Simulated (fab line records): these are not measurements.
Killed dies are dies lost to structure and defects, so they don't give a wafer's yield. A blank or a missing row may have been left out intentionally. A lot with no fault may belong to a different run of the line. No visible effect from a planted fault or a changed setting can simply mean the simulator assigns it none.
2 desks looking at one fault + flow gf180mcu + each desk holds nothing but its own numbers, with what lay behind them at the end

## DESK OF THE TOOL OWNER: cvd w-01
The tool's own readings at GF_V2_CVD_23 (deposits W, target thk 350 nm, time 104.94 s): means of the sampled wafers that have a number, for each lot that ran on this tool. The brackets show how far a lot's mean lies from the usual mean; more than 4 standard deviations puts the lot out of limits, marked OUT.
Columns: A = heater power w at GF_V2_CVD_23, usual 847 W
| lot  | first seen here | A   |
|------|-----------------|-----|
| L230 | day 20 06:53    | 866 |
| L235 | day 22 07:40    | 848 |
| L239 | day 23 13:33    | 856 |
| L240 | day 24 01:23    | 855 |
| L241 | day 24 05:38    | 877 |
| L242 | day 24 16:44    | 879 |
| L243 | day 25 02:42    | 844 |
| L245 | day 25 17:47    | 857 |
This desk's finding: nothing out of limits on any of the 8 lots.

## FROM THE METROLOGY DESK
What the gauges read, lot by lot, whatever tool the lot ran on: means of the sampled wafers that have a number. The brackets show how far a lot's mean lies from the usual mean; more than 4 standard deviations puts the lot out of limits, marked OUT.
Columns: A = V2_W_RS at GF_V2_RS_MEAS_24, usual 0.328 ohm/sq; B = V2_W_THK at GF_V2_THK_MEAS_25, usual 372 nm
| lot  | first seen here | A                       | B             |
|------|-----------------|-------------------------|---------------|
| L230 | day 20 07:04    | 0.326                   | 382           |
| L234 | day 21 19:21    | 0.331                   | 368           |
| L235 | day 22 07:47    | 0.325                   | 376           |
| L239 | day 23 13:41    | 0.328                   | 374           |
| L240 | day 24 01:31    | 0.327                   | 372           |
| L241 | day 24 05:46    | 0.328                   | 376           |
| L242 | day 24 16:51    | 0.613 (+89) OUT         | 252 (-21) OUT |
| L243 | day 25 02:50    | 0.850 (+99 or more) OUT | 143 (-40) OUT |
| L245 | day 25 17:55    | 0.594 (+83) OUT         | 263 (-19) OUT |
| L252 | day 27 17:13    | 0.328                   | 367           |
| L253 | day 27 18:24    | 0.323                   | 372           |
Finding of this desk: L242, L243, L245 out of limits, first seen on L242 at day 24 16:51 (V2_W_RS at GF_V2_RS_MEAS_24). In limits: L230, L234, L235, L239, L240, L241, L252, L253.

## PUT TOGETHER
The metrology desk could have raised an alarm at day 24 16:51, on L242, L243, L245.
The tool owner's desk saw nothing out of limits.
On record at the tool owner's desk: L242, L243, L245, within its limits.
Of the lots named, all ran GF_V2_CVD_23 on cvd w-01.

## WHAT THE SIMULATOR HAD PUT IN
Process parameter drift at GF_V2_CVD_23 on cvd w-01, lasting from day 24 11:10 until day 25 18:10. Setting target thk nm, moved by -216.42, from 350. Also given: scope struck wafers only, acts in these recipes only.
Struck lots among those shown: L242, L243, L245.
Delay in hours, fault start to first out-of-limits reading, per desk: metrology desk 6.
